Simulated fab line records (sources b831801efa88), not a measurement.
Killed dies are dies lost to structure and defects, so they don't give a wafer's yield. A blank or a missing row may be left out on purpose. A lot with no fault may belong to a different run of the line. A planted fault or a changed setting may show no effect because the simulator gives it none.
Matching of chambers || flow sky130 || 4 sister chambers for SKY_CONTACT_CMP_04 on cmp-02
The step polishes SiO2. 8 wafers are shown with their chamber, then 7 later ones without.

WAFERS, EACH WITH ITS CHAMBER
{"wafer": "L560.1", "chamber": 1, "motorCurrentA (A)": 11.4, "timeToEndpointS (s)": 80}
{"wafer": "L565.5", "chamber": 1, "motorCurrentA (A)": 11.7, "timeToEndpointS (s)": 75}
{"wafer": "L565.6", "chamber": 0, "motorCurrentA (A)": 10.5, "timeToEndpointS (s)": 83}
{"wafer": "L567.1", "chamber": 3, "motorCurrentA (A)": 12.5, "timeToEndpointS (s)": 78}
{"wafer": "L567.2", "chamber": 0, "motorCurrentA (A)": 10.7, "timeToEndpointS (s)": 68}
{"wafer": "L567.4", "chamber": 2, "motorCurrentA (A)": 14.2, "timeToEndpointS (s)": 78}
{"wafer": "L580.2", "chamber": 3, "motorCurrentA (A)": 13.0, "timeToEndpointS (s)": 84}
{"wafer": "L580.4", "chamber": 2, "motorCurrentA (A)": 13.2, "timeToEndpointS (s)": 89}

WAFERS WITH NO CHAMBER GIVEN
{"wafer": "L580.6", "motorCurrentA (A)": 11.0, "timeToEndpointS (s)": 89}
{"wafer": "L581.1", "motorCurrentA (A)": 11.3, "timeToEndpointS (s)": 87}
{"wafer": "L581.3", "motorCurrentA (A)": 12.8, "timeToEndpointS (s)": 85}
{"wafer": "L581.4", "motorCurrentA (A)": 11.3, "timeToEndpointS (s)": 82}
{"wafer": "L582.1", "motorCurrentA (A)": 10.7, "timeToEndpointS (s)": 84}
{"wafer": "L582.3", "motorCurrentA (A)": 14.1, "timeToEndpointS (s)": 87}
{"wafer": "L582.5", "motorCurrentA (A)": 10.4, "timeToEndpointS (s)": 84}

CHAMBER TAKEN BY EACH
{"wafer": "L580.6", "from the rows above": "can't be placed: 1 or 0", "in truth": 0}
{"wafer": "L581.1", "from the rows above": "can't be placed: 1 or 0", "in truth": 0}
{"wafer": "L581.3", "from the rows above": "can't be placed: 3 or 2", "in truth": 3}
{"wafer": "L581.4", "from the rows above": "can't be placed: 1 or 0", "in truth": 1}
{"wafer": "L582.1", "from the rows above": "can't be placed: 0 or 1", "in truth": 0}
{"wafer": "L582.3", "from the rows above": 2, "in truth": 2}
{"wafer": "L582.5", "from the rows above": "can't be placed: 0 or 1", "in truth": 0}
1 of 7 placed correctly. From these rows, 6 cannot be placed; in 6 the true chamber is one of the candidates. Placed wrongly: 0.
How it was worked out, from the rows above alone: a wafer's distance from a chamber is the root of the sum, over the readings, of the square of ((its reading less the chamber's mean) divided by the reading's scatter). If the next closest chamber is less than 2 further off than the closest, the wafer can't be placed; otherwise it belongs to the closest. Each chamber's mean is taken over the wafers shown for it. The scatter: take each reading less its chamber's mean, square it, sum over the shown wafers, divide by the number of wafers less the number of chambers, and take the root.
